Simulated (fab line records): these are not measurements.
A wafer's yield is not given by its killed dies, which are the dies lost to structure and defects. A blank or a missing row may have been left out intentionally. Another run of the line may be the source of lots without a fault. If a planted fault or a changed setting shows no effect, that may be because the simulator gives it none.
fab line records -- flow sky130
record: lots: 13, wafers: 39, last-day: 50
route steps=708 shown VT_ADJUST_NCORE@126 VT_ADJUST_HVTR@140 SONOS_TUNNEL@161 PAD_OPEN@708
lots that met no fault: taken from a fault-free run of the same line
start-h: the number of hours between the record's first day and the start of the first shown wafer of the lot -- wait-h: time in hours since the lot's previous step -- " repeats the value in the row above -- L1.1+2: a single row standing in for several wafers -- - no value, or no start was given -- * or withheld: withheld -- < > ~ a bound
route shown NAME@n: a module of which the file shows steps, and the number in the route of the first -- usual: mean/standard deviation of fault-free wafers -- same: alike in all rows -- chamber/n: place in a boat -- sites: the reading at each site -- _std_site: standard deviation across them -- _edge_site: outer sites' mean less inner sites' -- radius-mm: for every site, how far away it sits from the centre of the wafer -- mask NAME#n: copy n -- behind: tool/chamber where the wafer was last shaped -- hold: the reason the lot was held/the length of the hold in hours/how it ended -- device: which transistor (n, p or np) failed to switch -- end of line: at the end of the route, the tests of the same wafers -- for a step that has no rows: nothing shown but its recipe -- killed: count of dies lost to structure and defects at first sort (not the wafer's yield) -- map: a wafer's dies, marking killed ones x, the rest . and places with no die _
set.NAME: the setting as run; set.NAME@STEP: as run at that earlier step -- model.NAME: the simulator's own value behind a step, which no gauge read
one table for each step of the route and one row for each wafer, over a sample of lots
services: a tool's chamber out of use, with start hour (start-h, from the record's first day; less than 0 if before it), hours out, and reason
== steps ==
step: SKY_VT_ADJUST_NCORE_CD_MEAS_07
recipe: target-cd-nm: 380
usual: cd-nm: 379.7/2.8
lot.wafer,tool,chamber,start-h,wait-h,cd-nm
L902.1,cd-sem-01,-,177.92,0.1,376.3
L902.3,cd-sem-01,-,177.92,0.1,378.8
L902.5,cd-sem-01,-,177.92,0.1,379.1
L903.2,cd-sem-01,-,185.44,0.1,378.3
L903.5,cd-sem-01,-,185.44,0.1,379.7
L903.6,cd-sem-01,-,185.44,0.1,381.5
L904.4,cd-sem-01,-,190.92,0.1,378.6
L904.5,cd-sem-01,-,190.92,0.1,380.3
L904.6,cd-sem-01,-,190.92,0.1,380.6
L907.1,cd-sem-01,-,219.97,0.1,384.1
L907.2,cd-sem-01,-,219.97,0.1,383.4
L907.4,cd-sem-01,-,219.97,0.1,382.4
L909.2,cd-sem-02,-,230.55,0.1,386.4
L909.3,cd-sem-02,-,230.55,0.1,386.6
L909.5,cd-sem-02,-,230.55,0.1,387.5
L910.1,cd-sem-02,-,241.47,0.1,376.9
L910.3,cd-sem-02,-,241.47,0.1,374.6
L910.4,cd-sem-02,-,241.47,0.1,376.6
L915.1,cd-sem-01,-,267.97,0.1,376.8
L915.3,cd-sem-01,-,267.97,0.1,378.5
L915.6,cd-sem-01,-,267.97,0.1,379.0
L920.2,cd-sem-01,-,310.41,0.2,378.1
L920.4,cd-sem-01,-,310.41,0.2,379.7
L920.5,cd-sem-01,-,310.41,0.2,377.0
L919.3,cd-sem-01,-,310.96,0.1,382.2
L919.5,cd-sem-01,-,310.96,0.1,379.9
L919.6,cd-sem-01,-,310.96,0.1,382.6
L921.1,cd-sem-02,-,316.52,0.1,379.7
L921.4,cd-sem-02,-,316.52,0.1,380.2
L921.5,cd-sem-02,-,316.52,0.1,377.8
L922.1,cd-sem-02,-,321.56,0.1,374.8
L922.4,cd-sem-02,-,321.56,0.1,374.9
L922.5,cd-sem-02,-,321.56,0.1,373.8
L923.2,cd-sem-02,-,327.27,0.1,383.8
L923.3,cd-sem-02,-,327.27,0.1,385.9
L923.5,cd-sem-02,-,327.27,0.1,383.9
L924.1,cd-sem-01,-,330.83,0.1,378.8
L924.3,cd-sem-01,-,330.83,0.1,378.1
L924.5,cd-sem-01,-,330.83,0.1,377.5
step: SKY_VT_ADJUST_NCORE_OVL_MEAS_08
usual: VT_ADJUST_NCORE_OVL: -0.1/1.8
lot.wafer,tool,chamber,start-h,wait-h,VT_ADJUST_NCORE_OVL[nm]
L902.1,overlay-02,-,178.04,0.1,0.4
L902.3,overlay-02,-,178.04,0.1,-1.3
L902.5,overlay-02,-,178.04,0.1,-2.1
L903.2,overlay-02,-,185.55,0.1,2.9
L903.5,overlay-02,-,185.55,0.1,1.8
L903.6,overlay-02,-,185.55,0.1,2.1
L904.4,overlay-01,-,190.99,0.1,0.5
L904.5,overlay-01,-,190.99,0.1,0.1
L904.6,overlay-01,-,190.99,0.1,0.2
L907.1,overlay-01,-,220.09,0.1,0.0
L907.2,overlay-01,-,220.09,0.1,-3.4
L907.4,overlay-01,-,220.09,0.1,-0.7
L909.2,overlay-02,-,230.66,0.1,-1.8
L909.3,overlay-02,-,230.66,0.1,-2.1
L909.5,overlay-02,-,230.66,0.1,-1.0
L910.1,overlay-02,-,241.59,0.1,-1.9
L910.3,overlay-02,-,241.59,0.1,-0.1
L910.4,overlay-02,-,241.59,0.1,-0.5
L915.1,overlay-01,-,268.09,0.1,-0.4
L915.3,overlay-01,-,268.09,0.1,1.9
L915.6,overlay-01,-,268.09,0.1,1.0
L920.2,overlay-02,-,310.52,0.1,3.7
L920.4,overlay-02,-,310.52,0.1,2.8
L920.5,overlay-02,-,310.52,0.1,2.4
L919.3,overlay-02,-,311.06,0.1,-2.0
L919.5,overlay-02,-,311.06,0.1,0.3
L919.6,overlay-02,-,311.06,0.1,-0.3
L921.1,overlay-01,-,316.64,0.1,4.0
L921.4,overlay-01,-,316.64,0.1,0.4
L921.5,overlay-01,-,316.64,0.1,2.6
L922.1,overlay-02,-,321.68,0.1,0.5
L922.4,overlay-02,-,321.68,0.1,-0.5
L922.5,overlay-02,-,321.68,0.1,0.5
L923.2,overlay-01,-,327.38,0.1,0.8
L923.3,overlay-01,-,327.38,0.1,1.2
L923.5,overlay-01,-,327.38,0.1,2.6
L924.1,overlay-02,-,330.95,0.1,-1.0
L924.3,overlay-02,-,330.95,0.1,-1.2
L924.5,overlay-02,-,330.95,0.1,-1.9
step: SKY_VT_ADJUST_HVTR_IMPLANT_09
recipe: species: B, energy-kev: 10, dose-cm2: 2.1e+12, tilt-deg: withheld
usual: dose-ions-cm2: 2.1001e+12/2.2e+09, end-station-pressure-torr: 5e-06/2.7e-07, faraday-current-uA: 11.84/0.23
lot.wafer,tool,chamber,start-h,wait-h,dose-ions-cm2,end-station-pressure-torr,faraday-current-uA
L902.1,implanter-01,0,198.93,0.0,2.101e+12,4.45e-06,11.85
L902.3,implanter-01,0,198.93,0.0,2.1016e+12,5.38e-06,11.43
L902.5,implanter-01,0,198.93,0.0,2.0992e+12,5.17e-06,11.94
L903.2,implanter-04,0,207.64,0.0,2.0964e+12,5.34e-06,12.16
L903.5,implanter-04,0,207.64,0.0,2.0971e+12,4.96e-06,11.75
L903.6,implanter-04,0,207.64,0.0,2.0989e+12,4.88e-06,11.93
L904.4,implanter-04,0,212.90,0.1,2.0995e+12,5.42e-06,12.20
L904.5,implanter-04,0,212.90,0.1,2.1039e+12,5.36e-06,11.96
L904.6,implanter-04,0,212.90,0.1,2.0997e+12,4.98e-06,12.14
L907.1,implanter-03,0,242.83,0.0,2.0969e+12,4.59e-06,11.98
L907.2,implanter-03,0,242.83,0.0,2.0983e+12,5.11e-06,12.20
L907.4,implanter-03,0,242.83,0.0,2.102e+12,5.3e-06,11.70
L909.2,implanter-03,0,254.04,0.0,2.3996e+12,5.09e-06,13.24
L909.3,implanter-03,0,254.04,0.0,2.4019e+12,4.77e-06,13.72
L909.5,implanter-03,0,254.04,0.0,2.3988e+12,4.86e-06,13.40
L910.1,implanter-03,0,262.87,0.0,2.4043e+12,4.17e-06,13.44
L910.3,implanter-03,0,262.87,0.0,2.4009e+12,4.53e-06,13.80
L910.4,implanter-03,0,262.87,0.0,2.4025e+12,5.17e-06,13.82
L915.1,implanter-01,0,292.28,0.0,2.0997e+12,4.64e-06,11.69
L915.3,implanter-01,0,292.28,0.0,2.1014e+12,5.21e-06,11.45
L915.6,implanter-01,0,292.28,0.0,2.0968e+12,5.15e-06,11.87
L920.2,implanter-04,0,336.44,0.0,2.0993e+12,4.95e-06,11.88
L920.4,implanter-04,0,336.44,0.0,2.1018e+12,5.44e-06,11.67
L920.5,implanter-04,0,336.44,0.0,2.0987e+12,5.15e-06,12.14
L919.3,implanter-03,0,338.11,0.1,2.1033e+12,4.97e-06,11.71
L919.5,implanter-03,0,338.11,0.1,2.1004e+12,4.74e-06,12.13
L919.6,implanter-03,0,338.11,0.1,2.1032e+12,4.91e-06,11.58
L921.1,implanter-03,0,343.97,0.0,2.0995e+12,4.84e-06,12.03
L921.4,implanter-03,0,343.97,0.0,2.1017e+12,5.01e-06,12.07
L921.5,implanter-03,0,343.97,0.0,2.099e+12,4.98e-06,11.83
L922.1,implanter-04,0,348.16,0.0,2.1052e+12,4.67e-06,12.08
L922.4,implanter-04,0,348.16,0.0,2.0986e+12,4.86e-06,11.66
L922.5,implanter-04,0,348.16,0.0,2.0994e+12,4.61e-06,11.85
L923.2,implanter-03,0,355.45,0.0,2.1001e+12,5.12e-06,11.55
L923.3,implanter-03,0,355.45,0.0,2.1013e+12,5.24e-06,12.12
L923.5,implanter-03,0,355.45,0.0,2.1011e+12,5.07e-06,11.45
L924.1,implanter-01,0,358.43,0.0,2.0981e+12,4.86e-06,11.67
L924.3,implanter-01,0,358.43,0.0,2.0998e+12,4.88e-06,11.49
L924.5,implanter-01,0,358.43,0.0,2.1011e+12,5.03e-06,11.48
step: SKY_VT_ADJUST_HVTR_TW_MEAS_11
usual: VT_ADJUST_HVTR_TW: 210.3/2.1
lot.wafer,tool,chamber,start-h,wait-h,VT_ADJUST_HVTR_TW
L902.1,film-metro-01,-,199.18,0.1,212.9
L902.3,film-metro-01,-,199.18,0.1,211.7
L902.5,film-metro-01,-,199.18,0.1,213.8
L903.2,film-metro-02,-,207.87,0.1,210.7
L903.5,film-metro-02,-,207.87,0.1,210.1
L903.6,film-metro-02,-,207.87,0.1,210.7
L904.4,film-metro-01,-,213.10,0.1,211.9
L904.5,film-metro-01,-,213.10,0.1,213.2
L904.6,film-metro-01,-,213.10,0.1,212.0
L907.1,film-metro-04,-,243.08,0.1,208.9
L907.2,film-metro-04,-,243.08,0.1,208.9
L907.4,film-metro-04,-,243.08,0.1,208.5
L909.2,film-metro-04,-,254.27,0.1,216.1
L909.3,film-metro-04,-,254.27,0.1,216.1
L909.5,film-metro-04,-,254.27,0.1,214.8
L910.1,film-metro-04,-,263.12,0.1,216.6
L910.3,film-metro-04,-,263.12,0.1,216.9
L910.4,film-metro-04,-,263.12,0.1,216.5
L915.1,film-metro-01,-,292.53,0.1,211.9
L915.3,film-metro-01,-,292.53,0.1,212.5
L915.6,film-metro-01,-,292.53,0.1,211.8
L920.2,film-metro-04,-,336.67,0.1,208.1
L920.4,film-metro-04,-,336.67,0.1,207.5
L920.5,film-metro-04,-,336.67,0.1,207.7
L919.3,film-metro-02,-,338.33,0.1,210.4
L919.5,film-metro-02,-,338.33,0.1,210.5
L919.6,film-metro-02,-,338.33,0.1,211.4
L921.1,film-metro-01,-,344.22,0.1,213.5
L921.4,film-metro-01,-,344.22,0.1,211.8
L921.5,film-metro-01,-,344.22,0.1,212.4
L922.1,film-metro-04,-,348.41,0.1,207.4
L922.4,film-metro-04,-,348.41,0.1,206.4
L922.5,film-metro-04,-,348.41,0.1,206.6
L923.2,film-metro-02,-,355.69,0.1,210.7
L923.3,film-metro-02,-,355.69,0.1,209.8
L923.5,film-metro-02,-,355.69,0.1,210.5
L924.1,film-metro-02,-,358.68,0.1,210.9
L924.3,film-metro-02,-,358.68,0.1,210.7
L924.5,film-metro-02,-,358.68,0.1,211.0
step: SKY_SONOS_TUNNEL_CD_MEAS_07
recipe: target-cd-nm: 410
usual: cd-nm: 410.2/2.6
lot.wafer,tool,chamber,start-h,wait-h,cd-nm
L902.1,cd-sem-02,-,243.27,0.1,414.3
L902.3,cd-sem-02,-,243.27,0.1,413.5
L902.5,cd-sem-02,-,243.27,0.1,416.3
L903.2,cd-sem-02,-,252.45,0.1,406.6
L903.5,cd-sem-02,-,252.45,0.1,409.8
L903.6,cd-sem-02,-,252.45,0.1,407.1
L904.4,cd-sem-01,-,256.83,0.1,409.0
L904.5,cd-sem-01,-,256.83,0.1,408.0
L904.6,cd-sem-01,-,256.83,0.1,408.9
L907.1,cd-sem-01,-,289.86,0.1,412.0
L907.2,cd-sem-01,-,289.86,0.1,412.1
L907.4,cd-sem-01,-,289.86,0.1,411.9
L909.2,cd-sem-02,-,301.35,0.1,414.1
L909.3,cd-sem-02,-,301.35,0.1,413.4
L909.5,cd-sem-02,-,301.35,0.1,414.4
L910.1,cd-sem-02,-,313.47,0.1,411.5
L910.3,cd-sem-02,-,313.47,0.1,411.3
L910.4,cd-sem-02,-,313.47,0.1,411.6
L915.1,cd-sem-01,-,345.73,0.1,409.2
L915.3,cd-sem-01,-,345.73,0.1,409.5
L915.6,cd-sem-01,-,345.73,0.1,410.4
L920.2,cd-sem-01,-,391.43,0.1,411.6
L920.4,cd-sem-01,-,391.43,0.1,411.7
L920.5,cd-sem-01,-,391.43,0.1,413.1
L919.3,cd-sem-02,-,394.57,0.1,413.0
L919.5,cd-sem-02,-,394.57,0.1,412.1
L919.6,cd-sem-02,-,394.57,0.1,412.5
L921.1,cd-sem-01,-,399.41,0.1,406.6
L921.4,cd-sem-01,-,399.41,0.1,409.1
L921.5,cd-sem-01,-,399.41,0.1,407.5
L922.1,cd-sem-01,-,404.73,0.1,407.2
L922.4,cd-sem-01,-,404.73,0.1,407.4
L922.5,cd-sem-01,-,404.73,0.1,406.7
L923.2,cd-sem-02,-,412.83,0.1,412.4
L923.3,cd-sem-02,-,412.83,0.1,414.8
L923.5,cd-sem-02,-,412.83,0.1,413.7
L924.1,cd-sem-02,-,414.11,0.1,410.6
L924.3,cd-sem-02,-,414.11,0.1,411.5
L924.5,cd-sem-02,-,414.11,0.1,412.5
step: SKY_PAD_OPEN_PROBE_99
usual: killed_at_M0_to_M3: 43/7.2, killed_at_M4_up: 3.3/2, killed-at-contacts: 25/5.8, killed-at-front-end: 15/4.5, killed-at-other: 0.3/0.62, killed-dies: 86/9.4, killed-open: 47/7.1, killed-short: 39/6
same: gross-dies: 492, killed-at-back-side: 0
lot.wafer,tool,chamber,start-h,wait-h,killed_at_M0_to_M3,killed_at_M4_up,killed-at-contacts,killed-at-front-end,killed-at-other,killed-dies,killed-open,killed-short
L903.2,prober-02,-,1077.05,0.1,40,3,17,15,0,75,32,43
L903.5,prober-02,-,1077.20,0.2,31,2,31,18,0,82,40,41
L903.6,prober-02,-,1077.25,0.2,40,0,18,14,0,72,38,34
L902.1,prober-01,-,1080.99,0.1,58,3,40,6,1,108,60,48
L902.3,prober-01,-,1081.09,0.2,62,3,25,9,0,99,52,47
L902.5,prober-01,-,1081.19,0.2,53,2,19,8,1,83,45,38
L904.4,prober-01,-,1086.35,0.2,47,5,17,16,1,86,50,35
L904.5,prober-01,-,1086.40,0.2,46,5,20,10,0,81,42,39
L904.6,prober-01,-,1086.45,0.2,51,1,18,18,1,89,49,39
L907.1,prober-01,-,1107.14,0.1,29,5,30,12,0,76,32,44
L907.2,prober-01,-,1107.19,0.1,34,3,23,17,1,78,41,37
L907.4,prober-01,-,1107.29,0.2,41,1,32,17,0,91,49,42
L909.2,prober-02,-,1122.80,0.1,33,5,38,15,1,92,55,36
L909.3,prober-02,-,1122.85,0.2,39,4,22,18,0,83,47,36
L909.5,prober-02,-,1122.95,0.2,41,5,30,17,1,94,51,43
L910.1,prober-01,-,1128.94,0.1,38,8,22,19,0,87,45,42
L910.3,prober-01,-,1129.04,0.2,43,2,20,24,0,89,50,38
L910.4,prober-01,-,1129.09,0.2,47,1,29,16,1,94,53,40
L915.1,prober-02,-,1147.66,0.1,37,3,26,8,0,74,46,28
L915.3,prober-02,-,1147.76,0.2,43,2,29,13,0,87,48,39
L915.6,prober-02,-,1147.91,0.2,40,2,19,17,1,79,42,37
L920.2,prober-02,-,1176.18,0.1,38,1,16,18,1,74,30,44
L920.4,prober-02,-,1176.28,0.2,34,2,25,14,1,76,43,33
L920.5,prober-02,-,1176.33,0.2,40,2,17,19,0,78,39,39
L919.3,prober-01,-,1181.22,0.2,40,3,21,14,0,78,49,29
L919.5,prober-01,-,1181.32,0.2,35,8,25,24,0,92,42,49
L919.6,prober-01,-,1181.37,0.2,42,1,28,12,0,83,41,41
L921.1,prober-02,-,1183.11,0.1,43,3,21,11,1,79,40,39
L921.4,prober-02,-,1183.26,0.2,33,3,22,19,1,78,44,34
L921.5,prober-02,-,1183.31,0.2,32,5,20,15,0,72,46,26
L922.1,prober-01,-,1184.64,0.1,36,6,21,11,0,74,34,39
L922.4,prober-01,-,1184.79,0.2,42,2,22,20,0,86,50,36
L922.5,prober-01,-,1184.84,0.2,51,3,19,17,1,91,59,32
L923.2,prober-02,-,1189.94,0.1,54,1,27,17,0,99,55,44
L923.3,prober-02,-,1189.99,0.2,46,1,39,9,1,96,56,40
L923.5,prober-02,-,1190.09,0.2,45,4,32,17,0,98,56,42
L924.1,prober-01,-,1192.33,0.1,48,10,28,21,1,108,50,58
L924.3,prober-01,-,1192.43,0.2,40,4,30,12,0,86,48,38
L924.5,prober-01,-,1192.53,0.2,45,5,30,16,0,96,57,39
killed by level:class
L903.2 VIA1:geometric-particle:open=12 METAL2:geometric-particle:short=8 METAL1:geometric-particle:short=7 LI_CONTACT:geometric-particle:open=5 CONTACT:geometric-particle:open=5 FIELD_ISO:geometric-particle:short=4 VIA1:geometric-particle:short=4 METAL4:geometric-particle:short=3
L903.5 CONTACT:geometric-particle:open=8 CONTACT:geometric-particle:short=8 VIA2:geometric-particle:open=8 VIA1:geometric-particle:open=7 LI_CONTACT:geometric-particle:open=5 LI_CONTACT:geometric-particle:short=4 LOCAL_INTERCONNECT:geometric-particle:short=4 FIELD_ISO:geometric-particle:short=3
L903.6 VIA1:geometric-particle:open=10 CONTACT:geometric-particle:short=6 METAL1:geometric-particle:short=6 FIELD_ISO:geometric-particle:short=5 FIELD_ISO:geometric-particle:open=4 LI_CONTACT:geometric-particle:open=4 CONTACT:geometric-particle:open=4 METAL2:geometric-particle:open=4
L902.1 LI_CONTACT:geometric-particle:open=16 VIA1:geometric-particle:open=15 CONTACT:geometric-particle:open=10 VIA2:geometric-particle:open=8 VIA1:geometric-particle:short=7 LOCAL_INTERCONNECT:geometric-particle:short=6 METAL1:geometric-particle:short=6 VIA3:geometric-particle:open=6
L902.3 VIA1:geometric-particle:open=20 METAL2:geometric-particle:short=8 CONTACT:geometric-particle:open=8 VIA1:geometric-particle:short=8 VIA3:geometric-particle:short=7 FIELD_ISO:geometric-particle:open=6 LI_CONTACT:geometric-particle:open=5 CONTACT:geometric-particle:short=5
L902.5 VIA1:geometric-particle:open=11 VIA2:geometric-particle:open=9 VIA1:geometric-particle:short=8 LI_CONTACT:geometric-particle:open=7 VIA3:geometric-particle:short=7 CONTACT:geometric-particle:open=5 VIA3:geometric-particle:open=5 METAL1:geometric-particle:short=4
L904.4 VIA1:geometric-particle:open=15 VIA2:geometric-particle:open=9 FIELD_ISO:geometric-particle:open=6 LI_CONTACT:geometric-particle:open=6 METAL2:geometric-particle:short=6 VIA3:geometric-particle:open=5 METAL1:geometric-particle:short=4 CONTACT:geometric-particle:open=4
L904.5 VIA1:geometric-particle:open=12 VIA1:geometric-particle:short=7 CONTACT:geometric-particle:open=6 CONTACT:geometric-particle:short=6 METAL1:geometric-particle:short=6 LI_CONTACT:geometric-particle:open=5 VIA2:geometric-particle:open=5 METAL2:geometric-particle:short=4
L904.6 VIA1:geometric-particle:open=14 VIA1:geometric-particle:short=9 VIA2:geometric-particle:open=7 LI_CONTACT:geometric-particle:open=7 METAL2:geometric-particle:short=6 POLY_GATE:geometric-particle:open=5 POLY_GATE:geometric-particle:short=5 METAL1:geometric-particle:short=4
L907.1 CONTACT:geometric-particle:open=9 CONTACT:geometric-particle:short=7 VIA1:geometric-particle:open=5 POLY_GATE:geometric-particle:short=5 LI_CONTACT:geometric-particle:open=5 LOCAL_INTERCONNECT:geometric-particle:short=5 METAL3:geometric-particle:short=5 LI_CONTACT:geometric-particle:short=4
L907.2 CONTACT:geometric-particle:open=12 POLY_GATE:geometric-particle:open=5 METAL2:geometric-particle:short=5 LI_CONTACT:geometric-particle:open=5 VIA1:geometric-particle:short=5 METAL1:geometric-particle:open=4 VIA1:geometric-particle:open=4 VIA3:geometric-particle:short=4
L907.4 VIA1:geometric-particle:open=12 LI_CONTACT:geometric-particle:open=9 CONTACT:geometric-particle:open=9 FIELD_ISO:geometric-particle:short=7 CONTACT:geometric-particle:short=7 METAL1:geometric-particle:short=6 VIA2:geometric-particle:open=5 VIA1:geometric-particle:short=5
L909.2 CONTACT:geometric-particle:open=16 LI_CONTACT:geometric-particle:open=9 VIA1:geometric-particle:open=8 METAL1:geometric-particle:short=6 VIA3:geometric-particle:open=6 SPACER:geometric-particle:open=4 LI_CONTACT:geometric-particle:short=4 CONTACT:geometric-particle:short=4
L909.3 VIA1:geometric-particle:open=9 LI_CONTACT:geometric-particle:open=8 VIA3:geometric-particle:open=8 CONTACT:geometric-particle:open=6 FIELD_ISO:geometric-particle:short=5 POLY_GATE:geometric-particle:short=4 LOCAL_INTERCONNECT:geometric-particle:short=4 METAL1:geometric-particle:short=4
L909.5 CONTACT:geometric-particle:open=11 LI_CONTACT:geometric-particle:open=8 VIA1:geometric-particle:open=7 POLY_GATE:geometric-particle:open=6 VIA3:geometric-particle:open=6 METAL1:geometric-particle:short=6 LOCAL_INTERCONNECT:geometric-particle:short=5 METAL2:geometric-particle:short=5
L910.1 CONTACT:geometric-particle:open=8 METAL2:geometric-particle:short=7 VIA2:geometric-particle:open=7 LI_CONTACT:geometric-particle:open=6 METAL4:geometric-particle:short=6 FIELD_ISO:geometric-particle:open=5 POLY_GATE:geometric-particle:open=5 VIA1:geometric-particle:open=5
L910.3 VIA1:geometric-particle:open=13 CONTACT:geometric-particle:short=7 SPACER:geometric-particle:open=6 CONTACT:geometric-particle:open=6 VIA2:geometric-particle:short=5 VIA3:geometric-particle:open=5 FIELD_ISO:geometric-particle:short=4 VIA2:geometric-particle:open=4
L910.4 CONTACT:geometric-particle:open=12 METAL2:geometric-particle:short=10 LI_CONTACT:geometric-particle:open=9 VIA1:geometric-particle:open=8 VIA3:geometric-particle:open=7 VIA2:geometric-particle:open=7 METAL1:geometric-particle:short=5 FIELD_ISO:geometric-particle:short=4
L915.1 CONTACT:geometric-particle:open=9 VIA1:geometric-particle:open=9 VIA2:geometric-particle:open=8 CONTACT:geometric-particle:short=7 VIA3:geometric-particle:open=7 FIELD_ISO:geometric-particle:open=5 LI_CONTACT:geometric-particle:open=5 VIA1:geometric-particle:short=5
L915.3 CONTACT:geometric-particle:open=14 VIA1:geometric-particle:open=12 METAL2:geometric-particle:short=6 VIA1:geometric-particle:short=6 VIA2:geometric-particle:open=6 LI_CONTACT:geometric-particle:open=5 VIA3:geometric-particle:short=5 FIELD_ISO:geometric-particle:short=4
L915.6 FIELD_ISO:geometric-particle:short=9 CONTACT:geometric-particle:open=8 VIA1:geometric-particle:open=8 VIA2:geometric-particle:open=7 METAL2:geometric-particle:short=6 FIELD_ISO:geometric-particle:open=5 VIA1:geometric-particle:short=5 VIA3:geometric-particle:open=4
L920.2 VIA1:geometric-particle:short=11 FIELD_ISO:geometric-particle:open=5 LI_CONTACT:geometric-particle:open=5 VIA1:geometric-particle:open=5 METAL2:geometric-particle:short=5 FIELD_ISO:geometric-particle:short=4 METAL1:geometric-particle:short=4 VIA2:geometric-particle:open=4
L920.4 CONTACT:geometric-particle:open=12 METAL1:geometric-particle:short=9 CONTACT:geometric-particle:short=7 VIA1:geometric-particle:open=6 LI_CONTACT:geometric-particle:open=5 POLY_GATE:geometric-particle:short=4 VIA2:geometric-particle:open=4 SPACER:geometric-particle:open=3
L920.5 VIA2:geometric-particle:open=10 FIELD_ISO:geometric-particle:short=6 VIA1:geometric-particle:short=6 VIA1:geometric-particle:open=6 FIELD_ISO:geometric-particle:open=5 METAL1:geometric-particle:short=5 VIA2:geometric-particle:short=5 VIA3:geometric-particle:open=4
L919.3 VIA1:geometric-particle:open=14 CONTACT:geometric-particle:open=7 VIA3:geometric-particle:open=7 LI_CONTACT:geometric-particle:open=6 METAL1:geometric-particle:short=5 POLY_GATE:geometric-particle:open=4 POLY_GATE:geometric-particle:short=4 LOCAL_INTERCONNECT:geometric-particle:short=4
L919.5 CONTACT:geometric-particle:open=10 METAL2:geometric-particle:short=10 VIA1:geometric-particle:open=9 FIELD_ISO:geometric-particle:short=8 CONTACT:geometric-particle:short=6 FIELD_ISO:geometric-particle:open=5 LI_CONTACT:geometric-particle:open=5 METAL4:geometric-particle:short=5
L919.6 LI_CONTACT:geometric-particle:open=9 CONTACT:geometric-particle:open=8 METAL2:geometric-particle:short=6 METAL1:geometric-particle:short=6 VIA1:geometric-particle:open=6 VIA1:geometric-particle:short=5 FIELD_ISO:geometric-particle:open=4 LI_CONTACT:geometric-particle:short=4
L921.1 VIA2:geometric-particle:open=9 VIA1:geometric-particle:open=8 CONTACT:geometric-particle:short=6 CONTACT:geometric-particle:open=6 LOCAL_INTERCONNECT:geometric-particle:short=5 METAL1:geometric-particle:short=5 VIA1:geometric-particle:short=4 POLY_GATE:geometric-particle:short=4
L921.4 CONTACT:geometric-particle:open=10 VIA1:geometric-particle:open=6 LI_CONTACT:geometric-particle:open=5 METAL2:geometric-particle:short=5 FIELD_ISO:geometric-particle:short=4 FIELD_ISO:geometric-particle:open=4 POLY_GATE:geometric-particle:short=4 METAL1:geometric-particle:short=4
L921.5 VIA3:geometric-particle:open=8 CONTACT:geometric-particle:open=8 VIA1:geometric-particle:open=7 LOCAL_INTERCONNECT:geometric-particle:short=6 POLY_GATE:geometric-particle:open=5 LI_CONTACT:geometric-particle:open=5 VIA2:geometric-particle:open=5 POLY_GATE:geometric-particle:short=3
L922.1 CONTACT:geometric-particle:open=8 METAL2:geometric-particle:short=6 METAL4:geometric-particle:short=5 LI_CONTACT:geometric-particle:open=5 VIA2:geometric-particle:open=5 VIA3:geometric-particle:open=4 VIA1:geometric-particle:short=4 VIA1:geometric-particle:open=4
L922.4 VIA1:geometric-particle:open=11 CONTACT:geometric-particle:open=11 FIELD_ISO:geometric-particle:short=8 FIELD_ISO:geometric-particle:open=7 VIA2:geometric-particle:open=6 METAL2:geometric-particle:short=6 LI_CONTACT:geometric-particle:open=5 LOCAL_INTERCONNECT:geometric-particle:short=4
L922.5 VIA2:geometric-particle:open=13 CONTACT:geometric-particle:open=11 VIA3:geometric-particle:open=8 VIA1:geometric-particle:open=7 POLY_GATE:geometric-particle:open=5 METAL2:geometric-particle:short=5 VIA2:geometric-particle:short=5 FIELD_ISO:geometric-particle:open=4
L923.2 VIA1:geometric-particle:open=17 VIA2:geometric-particle:open=8 LI_CONTACT:geometric-particle:open=7 METAL1:geometric-particle:short=7 LI_CONTACT:geometric-particle:short=6 VIA3:geometric-particle:short=6 METAL2:geometric-particle:short=5 POLY_GATE:geometric-particle:open=5
L923.3 LI_CONTACT:geometric-particle:open=12 CONTACT:geometric-particle:open=12 VIA1:geometric-particle:open=12 VIA2:geometric-particle:open=7 LOCAL_INTERCONNECT:geometric-particle:short=6 METAL1:geometric-particle:short=6 METAL3:geometric-particle:short=6 METAL2:geometric-particle:short=5
L923.5 LI_CONTACT:geometric-particle:open=11 CONTACT:geometric-particle:open=10 VIA1:geometric-particle:open=9 VIA3:geometric-particle:open=8 VIA2:geometric-particle:open=8 FIELD_ISO:geometric-particle:open=6 LOCAL_INTERCONNECT:geometric-particle:short=6 METAL1:geometric-particle:short=5
L924.1 LI_CONTACT:geometric-particle:open=10 VIA1:geometric-particle:open=8 METAL4:geometric-particle:short=8 CONTACT:geometric-particle:short=7 VIA1:geometric-particle:short=7 POLY_GATE:geometric-particle:open=6 CONTACT:geometric-particle:open=6 VIA2:geometric-particle:open=6
L924.3 CONTACT:geometric-particle:open=13 LI_CONTACT:geometric-particle:open=9 VIA1:geometric-particle:open=9 METAL3:geometric-particle:short=8 VIA2:geometric-particle:short=6 VIA3:geometric-particle:open=6 CONTACT:geometric-particle:short=5 VIA2:geometric-particle:open=5
L924.5 CONTACT:geometric-particle:open=13 VIA2:geometric-particle:open=10 VIA1:geometric-particle:open=9 METAL1:geometric-particle:short=8 CONTACT:geometric-particle:short=6 LI_CONTACT:geometric-particle:open=6 VIA3:geometric-particle:open=6 METAL2:geometric-particle:short=5
== services ==
tool,chamber,start-h,hours,kind
implanter-01,-,175.13,2.1,repair
implanter-01,-,175.66,8.8,repair
implanter-03,-,179.63,2.9,repair
implanter-04,-,294.16,3.0,pm
== key ==
first-sign: step: SKY_VT_ADJUST_HVTR_IMPLANT_09, reading: dose-ions-cm2, direction: up, sigmas: 99+, usual: *, struck: *
effect: step: SKY_VT_ADJUST_HVTR_IMPLANT_09, reading: faraday-current-uA, direction: up, sigmas: 7.4, usual: 11.84, struck: 13.57
effect: step: SKY_VT_ADJUST_HVTR_TW_MEAS_11, reading: VT_ADJUST_HVTR_TW, direction: up, sigmas: 2.8, usual: 210.3, struck: 216.2
met-at SKY_VT_ADJUST_HVTR_IMPLANT_09
struck-lots L909,L910
tester-left-out L909,L910
not-acting-at SKY_VT_ADJUST_NCORE_CD_MEAS_07,SKY_VT_ADJUST_NCORE_OVL_MEAS_08,SKY_SONOS_TUNNEL_CD_MEAS_07
onset-between 242.83 254.04
fault: kind: process-parameter-drift, tool: implanter-03, chamber: -, onset-h: 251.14, steps: SKY_VT_ADJUST_HVTR_IMPLANT_09, channel: dose-cm2, offset: *, shape: step, end-h: 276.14, acts-in: *, stated: *
tester-left-out: of these lots the tester's yield and bins aren't shown, on N5 and GAA mostly nor the transistor test; their killed dies are dies lost to structure and defects alone, not to doping, threshold or leakage, so they don't give the yield
